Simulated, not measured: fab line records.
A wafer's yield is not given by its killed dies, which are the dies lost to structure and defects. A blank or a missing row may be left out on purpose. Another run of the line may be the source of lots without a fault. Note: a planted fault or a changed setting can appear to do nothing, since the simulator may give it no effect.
One fault seen from 2 desks || flow sky130 || what lay behind the numbers comes last; until then each desk has only its own

## THE METROLOGY DESK
What the gauges read, lot by lot, whatever tool the lot ran on: means of the sampled wafers that have a number. The brackets show how far a lot's mean lies from the usual mean; more than 4 standard deviations puts the lot out of limits, marked OUT.
Columns: A = cd-nm at SKY_LI_CONTACT_CD_MEAS_12, usual 170.5 nm; B = LI_CONTACT_OVL at SKY_LI_CONTACT_OVL_MEAS_13, usual -4 nm
{"lot": "L277", "first seen here": "day 29 19:31", "A": 174.1, "B": 1}
{"lot": "L282", "first seen here": "day 31 19:13", "A": 172.6, "B": -3}
{"lot": "L285", "first seen here": "day 32 18:05", "A": 169.9, "B": -5}
{"lot": "L289", "first seen here": "day 34 01:26", "A": 169.6, "B": -7}
{"lot": "L295", "first seen here": "day 35 14:44", "A": 170.2, "B": -6}
{"lot": "L297", "first seen here": "day 36 11:21", "A": 170.7, "B": -5}
Result from this desk: across the 6 lots, nothing is out of limits.

## TOOL OWNER'S DESK, pvd-sputter-03
The tool's own readings at SKY_LI_CONTACT_SPUTTER_19 (material Ti, target thk 20 nm, time 106.37 s): means of the sampled wafers that have a number, for each lot that ran on this tool. The brackets show how far a lot's mean lies from the usual mean; more than 4 standard deviations puts the lot out of limits, marked OUT.
Columns: A = throttle-valve-pct at SKY_LI_CONTACT_SPUTTER_19, usual 30.8 %
{"lot": "L289", "first seen here": "day 34 02:00", "A": 31.5}
{"lot": "L295", "first seen here": "day 35 15:19", "A": 31.7}
{"lot": "L297", "first seen here": "day 36 11:54", "A": 31.6}
Result from this desk: across the 3 lots, nothing is out of limits.

## BROUGHT TOGETHER
Metrology desk: nothing out of limits seen.
The tool owner's desk saw nothing out of limits.

## WHAT THE SIMULATOR PUT IN
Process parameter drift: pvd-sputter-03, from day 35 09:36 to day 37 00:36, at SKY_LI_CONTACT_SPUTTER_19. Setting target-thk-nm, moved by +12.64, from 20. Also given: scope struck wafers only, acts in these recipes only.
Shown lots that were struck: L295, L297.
